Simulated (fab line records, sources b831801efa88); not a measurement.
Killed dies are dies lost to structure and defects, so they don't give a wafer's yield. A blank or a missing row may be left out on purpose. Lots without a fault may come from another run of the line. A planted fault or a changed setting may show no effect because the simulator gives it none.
Which tool did it? | flow sky130 | 7 lots, 21 wafers sampled, at 2 steps of a route of 708

WHAT THE GAUGES READ, wafer by wafer
SKY_FIELD_ISO_THK_MEAS_23.
lot  | measured    | on            | FIELD_ISO_OXIDATION_01_THK (nm)
L991 | day 2 17:32 | film_metro-01 | 9.56 9.58 9.49
L993 | day 3 00:20 | film_metro-02 | 10.14 10.04 10.08
L996 | day 3 16:50 | film_metro-02 | 9.87 9.84 10.01
L100 | day 4 13:55 | film_metro-01 | 9.89 9.93 9.96
L103 | day 5 05:37 | film_metro-03 | 4.46 4.47 4.40
L108 | day 6 05:01 | film_metro-01 | 9.95 9.83 9.93
L113 | day 7 12:02 | film_metro-02 | 9.85 9.91 9.78

WHICH TOOL RAN EACH LOT (tool, then ch and the chambers of the sampled wafers, then the start)
lot  | SKY_FIELD_ISO_OXIDATION_22
L991 | furnace-01 ch 0, day 2 16:22
L993 | furnace-02 ch 0, day 2 23:09
L996 | furnace-01 ch 0, day 3 15:39
L100 | furnace-02 ch 0, day 4 12:44
L103 | furnace-02 ch 0, day 5 04:27
L108 | furnace-01 ch 0, day 6 03:51
L113 | furnace-01 ch 0, day 7 10:52
- SKY_FIELD_ISO_OXIDATION_22: stabilise 600 s, purge 300 s, target thk 10 nm.

THE ANSWER, worked out from the rows above alone
Rule: what is usual is taken from the lots themselves. Put in order of their means at a reading, lots are off if they are a third of the lots or fewer, leave a main group of 4 or more, and stand apart from it by a gap of 3 or more times the standard deviation of the main group's means; of several such gaps the widest counts. A main group whose means are all the same, to the digits that the tables above print for the reading, isn't used. A lot without any number at a reading at which 4 lots or more have one is off too. The other lots that the step has rows for count as sound.
Off: L103, at SKY_FIELD_ISO_THK_MEAS_23 (FIELD_ISO_OXIDATION_01_THK). The main group: mean 9.87 nm, standard deviation 0.16.
A tool fits if, at a process step before that reading, it ran every lot that is off, and no sound lot after the first of them. The gauges at SKY_FIELD_ISO_THK_MEAS_23 are tried like those tools. Can't be told from this: 2 tools fit, furnace-02 at SKY_FIELD_ISO_OXIDATION_22, film_metro-03 at SKY_FIELD_ISO_THK_MEAS_23.

WHAT THE SIMULATOR HAD PUT IN
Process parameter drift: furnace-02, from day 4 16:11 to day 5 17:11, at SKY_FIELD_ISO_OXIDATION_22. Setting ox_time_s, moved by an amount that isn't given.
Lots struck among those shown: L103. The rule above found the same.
